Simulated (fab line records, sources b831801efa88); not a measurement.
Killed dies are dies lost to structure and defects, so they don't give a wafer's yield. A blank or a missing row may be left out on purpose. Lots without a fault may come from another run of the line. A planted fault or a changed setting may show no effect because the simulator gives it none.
Tool commonality check | flow gf180mcu | 15 lots, 45 wafers sampled

WHY IT WAS OPENED
At GF_M4_THK_MEAS_06 the reading M4_ALCU_THK is flagged on 3 of 15 lots. Wafers without a fault read 461 nm, standard deviation 4.5.
Rule: a lot is flagged when every wafer of it that has a number lies more than 4 standard deviations from that mean, or none has a number. The other lots count as sound.

lot  | measured     | on            | M4_ALCU_THK (nm), wafer by wafer | flag
L322 | day 22 05:20 | film_metro-02 | 458 455 457                      |
L323 | day 22 14:28 | film_metro-01 | 464 468 465                      |
L324 | day 22 22:28 | film_metro-01 | 466 458 461                      |
L325 | day 23 17:52 | film_metro-02 | 459 457 460                      |
L326 | day 24 00:39 | film_metro-04 | 458 450 461                      |
L329 | day 24 17:28 | film_metro-01 | 507 508 508                      | FLAGGED
L330 | day 25 12:16 | film_metro-01 | 509 516 511                      | FLAGGED
L331 | day 25 13:32 | film_metro-01 | 515 519 519                      | FLAGGED
L338 | day 28 01:17 | film_metro-01 | 467 467 466                      |
L340 | day 28 19:20 | film_metro-04 | 463 452 457                      |
L341 | day 28 19:26 | film_metro-02 | 469 460 462                      |
L342 | day 29 02:23 | film_metro-01 | 462 467 464                      |
L343 | day 29 07:31 | film_metro-04 | 467 467 465                      |
L344 | day 29 11:25 | film_metro-04 | 466 463 459                      |
L345 | day 29 19:26 | film_metro-01 | 467 455 465                      |
The numbers of the flagged lots are 512 nm on average: +51 nm against the usual, or +11 standard deviations.

WHICH TOOL RAN EACH LOT
The record holds 2 process steps before the reading, out of a route of 602 steps. In each cell: the tool, then ch and the chambers that the sampled wafers went through, then the start.
lot  | flag    | GF_M4_SPUTTER_00             | GF_M4_SPUTTER_04
L322 |         | pvd_sputter-02, day 22 04:59 | pvd_sputter-02, day 22 05:11
L323 |         | pvd_sputter-03, day 22 14:07 | pvd_sputter-03, day 22 14:18
L324 |         | pvd_sputter-01, day 22 22:08 | pvd_sputter-01, day 22 22:19
L325 |         | pvd_sputter-01, day 23 17:31 | pvd_sputter-01, day 23 17:42
L326 |         | pvd_sputter-03, day 24 00:18 | pvd_sputter-03, day 24 00:29
L329 | FLAGGED | pvd_sputter-03, day 24 17:07 | pvd_sputter-03, day 24 17:18
L330 | FLAGGED | pvd_sputter-03, day 25 11:54 | pvd_sputter-03, day 25 12:05
L331 | FLAGGED | pvd_sputter-02, day 25 13:11 | pvd_sputter-02, day 25 13:22
L338 |         | pvd_sputter-01, day 28 00:56 | pvd_sputter-01, day 28 01:07
L340 |         | pvd_sputter-02, day 28 18:59 | pvd_sputter-02, day 28 19:10
L341 |         | pvd_sputter-03, day 28 19:05 | pvd_sputter-03, day 28 19:16
L342 |         | pvd_sputter-03, day 29 02:02 | pvd_sputter-03, day 29 02:13
L343 |         | pvd_sputter-01, day 29 07:10 | pvd_sputter-01, day 29 07:21
L344 |         | pvd_sputter-01, day 29 11:04 | pvd_sputter-01, day 29 11:15
L345 |         | pvd_sputter-02, day 29 19:05 | pvd_sputter-02, day 29 19:16
What these steps do:
- GF_M4_SPUTTER_00: material Ti, target thk 37.5 nm, time 150 s.
- GF_M4_SPUTTER_04: material TiN, target thk 50 nm, time 41.7 s.
- GF_M4_THK_MEAS_06: measures by xrf.

FLAGGED OVER TOTAL, TOOL BY TOOL (the gauges that took the reading come last)
step              | tool           | lots run | flagged | share of the flagged lots | sound lots run after its first flagged lot
GF_M4_SPUTTER_00  | pvd_sputter-01 | 5        | 0       | none                      | -
GF_M4_SPUTTER_00  | pvd_sputter-02 | 4        | 1       | some                      | 2 (L340,L345)
GF_M4_SPUTTER_00  | pvd_sputter-03 | 6        | 2       | some                      | 2 (L341,L342)
GF_M4_SPUTTER_04  | pvd_sputter-01 | 5        | 0       | none                      | -
GF_M4_SPUTTER_04  | pvd_sputter-02 | 4        | 1       | some                      | 2 (L340,L345)
GF_M4_SPUTTER_04  | pvd_sputter-03 | 6        | 2       | some                      | 2 (L341,L342)
GF_M4_THK_MEAS_06 | film_metro-01  | 8        | 3       | all                       | 3 (L338,L342,L345)
GF_M4_THK_MEAS_06 | film_metro-02  | 3        | 0       | none                      | -
GF_M4_THK_MEAS_06 | film_metro-04  | 4        | 0       | none                      | -

WHAT THE TABLE ALLOWS
1 row of the table ran every flagged lot: film_metro-01 at GF_M4_THK_MEAS_06.
- film_metro-01 at GF_M4_THK_MEAS_06: 3 of its 8 lots flagged. Sound lots ran on it after the first flagged one (L338, L342, L345), which a lasting fault on the whole tool wouldn't allow.
No row of the table ran every flagged lot and no sound lot after the first.

WHAT THE SIMULATOR HAD PUT IN
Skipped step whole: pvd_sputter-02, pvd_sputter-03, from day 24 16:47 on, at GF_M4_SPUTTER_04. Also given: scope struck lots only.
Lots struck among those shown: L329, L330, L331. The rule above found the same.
